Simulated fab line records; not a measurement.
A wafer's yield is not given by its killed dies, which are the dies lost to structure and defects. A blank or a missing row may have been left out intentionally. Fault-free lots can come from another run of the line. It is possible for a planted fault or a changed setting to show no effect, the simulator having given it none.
Matching of chambers + flow gf180mcu + GF_V1_CMP_04 on cmp-01 has 4 sister chambers
The step polishes SiO2. 8 wafers are shown with their chamber, then 6 later ones without.

WAFERS WITH THEIR CHAMBER
| wafer  | chamber | motor_current_A (A) | time_to_endpoint_s (s) |
|--------|---------|---------------------|------------------------|
| L799.2 | 1       | 12.4                | 71                     |
| L800.5 | 0       | 12.7                | 86                     |
| L800.6 | 1       | 12.6                | 79                     |
| L805.3 | 3       | 13.3                | 75                     |
| L805.5 | 2       | 12.0                | 76                     |
| L805.6 | 3       | 12.5                | 79                     |
| L806.2 | 0       | 13.0                | 82                     |
| L806.3 | 2       | 12.1                | 79                     |

WAFERS WITH NO CHAMBER GIVEN
| wafer  | motor_current_A (A) | time_to_endpoint_s (s) |
|--------|---------------------|------------------------|
| L806.5 | 11.8                | 81                     |
| L808.1 | 12.1                | 82                     |
| L808.3 | 12.3                | 76                     |
| L808.4 | 12.7                | 80                     |
| L809.3 | 11.9                | 71                     |
| L810.3 | 12.0                | 82                     |

THE CHAMBER EACH PASSED THROUGH
| wafer  | from the rows above               | in truth |
|--------|-----------------------------------|----------|
| L806.5 | can't be placed: 2 or 1           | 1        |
| L808.1 | can't be placed: 2 or 1 or 0 or 3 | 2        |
| L808.3 | can't be placed: 1 or 2 or 3      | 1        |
| L808.4 | can't be placed: 3 or 0 or 1 or 2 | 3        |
| L809.3 | can't be placed: 2 or 1 or 3      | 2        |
| L810.3 | can't be placed: 2 or 1 or 0 or 3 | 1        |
Placed correctly: 0 of 6. Unplaceable from these rows: 6, with the true chamber sitting among the candidates in 6. Number placed wrongly: 0.
How it was worked out, from the rows above alone: a wafer's distance from a chamber is the root of the sum, over the readings, of the square of ((its reading less the chamber's mean) divided by the reading's scatter). The wafer belongs to the nearest chamber; if the next one is less than 2 further off, it can't be placed. A chamber's mean is the mean of its shown wafers. The scatter is the square root of a quotient: the sum, over the shown wafers, of each reading's squared deviation from its chamber's mean, divided by wafers minus chambers.
